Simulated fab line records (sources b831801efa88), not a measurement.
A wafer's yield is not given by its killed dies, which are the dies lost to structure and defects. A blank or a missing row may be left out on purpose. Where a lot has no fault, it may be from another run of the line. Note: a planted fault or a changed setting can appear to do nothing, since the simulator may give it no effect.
2 desks, one fault / flow sky130 / each desk has only its own numbers; what lay behind them comes last

THE METROLOGY DESK
Means of the sampled wafers that have a number, per lot and without regard to the tool the lot ran on: this is what the gauges read. Marked OUT: a lot whose mean sits more than 4 standard deviations from the usual mean, which makes it out of limits; the brackets give that distance.
Columns: A = cd_nm at SKY_LI_CONTACT_CD_MEAS_12, usual 169.5 nm; B = LI_CONTACT_OVL at SKY_LI_CONTACT_OVL_MEAS_13, usual 0 nm
lot=L885; first seen here=day 29 21:51; A=169.8; B=2
lot=L890; first seen here=day 30 13:01; A=168.2; B=3
lot=L895; first seen here=day 33 02:12; A=168.4; B=-3
lot=L900; first seen here=day 34 16:06; A=170.2; B=-3
lot=L902; first seen here=day 34 23:31; A=168.6; B=4
lot=L904; first seen here=day 35 05:42; A=168.9; B=2
lot=L907; first seen here=day 36 09:20; A=169.6; B=-0
Finding of this desk: none of the 7 lots has anything out of limits.

THE TOOL OWNER'S DESK: pvd_sputter-01
The tool's own readings at SKY_LI_CONTACT_SPUTTER_19 (material Ti, target thk 20 nm, time 106.37 s): means of the sampled wafers that have a number, for each lot that ran on this tool. Marked OUT: a lot whose mean sits more than 4 standard deviations from the usual mean, which makes it out of limits; the brackets give that distance.
Columns: A = throttle_valve_pct at SKY_LI_CONTACT_SPUTTER_19, usual 29.8 %
lot=L890; first seen here=day 30 13:34; A=29.5
lot=L900; first seen here=day 34 16:40; A=29.6
lot=L902; first seen here=day 35 00:05; A=29.0
lot=L904; first seen here=day 35 06:14; A=30.8
Finding of this desk: none of the 4 lots has anything out of limits.

TAKEN TOGETHER
From the metrology desk's view, nothing was out of limits.
The desk of the tool owner found nothing out of limits.

WHAT WAS PUT IN BY THE SIMULATOR
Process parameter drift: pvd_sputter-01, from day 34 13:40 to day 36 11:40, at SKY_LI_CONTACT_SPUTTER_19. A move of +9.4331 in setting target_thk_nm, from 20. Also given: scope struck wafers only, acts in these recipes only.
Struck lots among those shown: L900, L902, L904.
